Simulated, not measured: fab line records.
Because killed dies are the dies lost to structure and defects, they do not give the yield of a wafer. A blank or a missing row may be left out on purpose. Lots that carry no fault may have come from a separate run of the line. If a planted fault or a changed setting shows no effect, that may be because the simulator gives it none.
A lot that was struck, set against a sound lot | flow sky130 | 15 out of 708 route steps
Sound: the wafers L771.3, L771.5, L771.6. Wafers L773.1, L773.2, L773.5 were the ones struck. The cause is named last.
At each step with rows: each side's tool, then ch and its chambers, then its first start. Under that, the readings that differ: sound wafers | struck wafers | difference of the means | sigmas: that difference in standard deviations of wafers without a fault.
alike: a reading whose means differ by less than 2 such deviations, as well as words and numbers matching on both sides. not compared: withheld readings; readings where some wafer has no value; bounds like >300 that might hide an equal value; numbers whose values overlap and for which the record gives no deviation.
Wherever a step has rows on one side only, a row that says differs or no value, or a row with sigmas, the two part there. Non-overlapping numbers with no deviation appear without sigmas and do not part them. Lack of a reading on every wafer of one side parts them only where that side has two or more wafers.

first, 4 steps without rows for these wafers: SKY_PASSIVATION_SOFTBAKE_07; SKY_PASSIVATION_EXPOSE_08 (exposes mask NSM, target cd 3000 nm); SKY_PASSIVATION_PEB_09; SKY_PASSIVATION_DEVELOP_10 (develop time 60 s).
SKY_PASSIVATION_ETCH_11: etches the open film in CF4/O2, stops on AlCu, target depth 725 nm, time 161.1 s.
  sound on rie_diel-03 ch 0,3, day 45 02:21; struck on rie_diel-01 ch 0,2,3, day 45 13:57
  alike: drypump_motor_current_A, oes_product_au, throttle_valve_pct
  not compared: rf_hours_counter_h
SKY_PASSIVATION_STRIP_12: strips in O2/N2.
  sound on plasma_asher-03 ch 0,1, day 45 02:29; struck on plasma_asher-01 ch 0,1, day 45 14:04
  alike: drypump_motor_current_A, oes_product_au, strip_time_to_endpoint_s
  not compared: rf_hours_counter_h
then, 6 steps without rows for these wafers: SKY_PAD_OPEN_DEHYDRATE_00 (time 60 s); SKY_PAD_OPEN_HMDS_01 (prime time 60 s); SKY_PAD_OPEN_COAT_02 (resist thk 3000 nm); SKY_PAD_OPEN_SOFTBAKE_03; SKY_PAD_OPEN_EXPOSE_04 (exposes mask PDM, target cd 60000 nm); SKY_PAD_OPEN_PEB_05.
SKY_PAD_OPEN_DEVELOP_06: develop time 60 s.
  sound on litho_track-03 ch 0, day 45 23:00; struck on litho_track-03 ch 0, day 46 10:00
  reading              | sound             | struck            | difference | sigmas
  developer_temp_C (C) | 22.90 22.87 22.91 | 23.85 24.09 23.95 | +1.07      | +11
SKY_PAD_OPEN_ETCH_07: etches the open film in CF4/O2, stops on AlCu, target depth 725 nm, time 161.1 s.
  sound on rie_diel-04 ch 1,2, day 45 23:09; struck on rie_diel-04 ch 0,1,3, day 46 10:30
  alike: drypump_motor_current_A, oes_product_au, throttle_valve_pct
  not compared: rf_hours_counter_h
SKY_PAD_OPEN_PROBE_99:
  sound: prober-02 at day 46 01:39; struck: prober-02 at day 46 12:49
  alike: defect_limited_yield, killed_at_M0_to_M3, killed_at_M4_up, killed_at_contacts, killed_at_front_end, killed_at_other, killed_dies, killed_open, killed_short, sort_bin_3_pad_short, sort_bin_5_function, sort_bin_6_memory, sort_n_pass, sort_yield_pct

== WHERE THEY PART ==
Within this record, at SKY_PAD_OPEN_DEVELOP_06 only. Later steps at which nothing parts them and some readings are alike: SKY_PAD_OPEN_ETCH_07, SKY_PAD_OPEN_PROBE_99.

WHY: what the simulator had put in
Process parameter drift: litho_track-03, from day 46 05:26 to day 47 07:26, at SKY_PAD_OPEN_DEVELOP_06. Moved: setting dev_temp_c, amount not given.
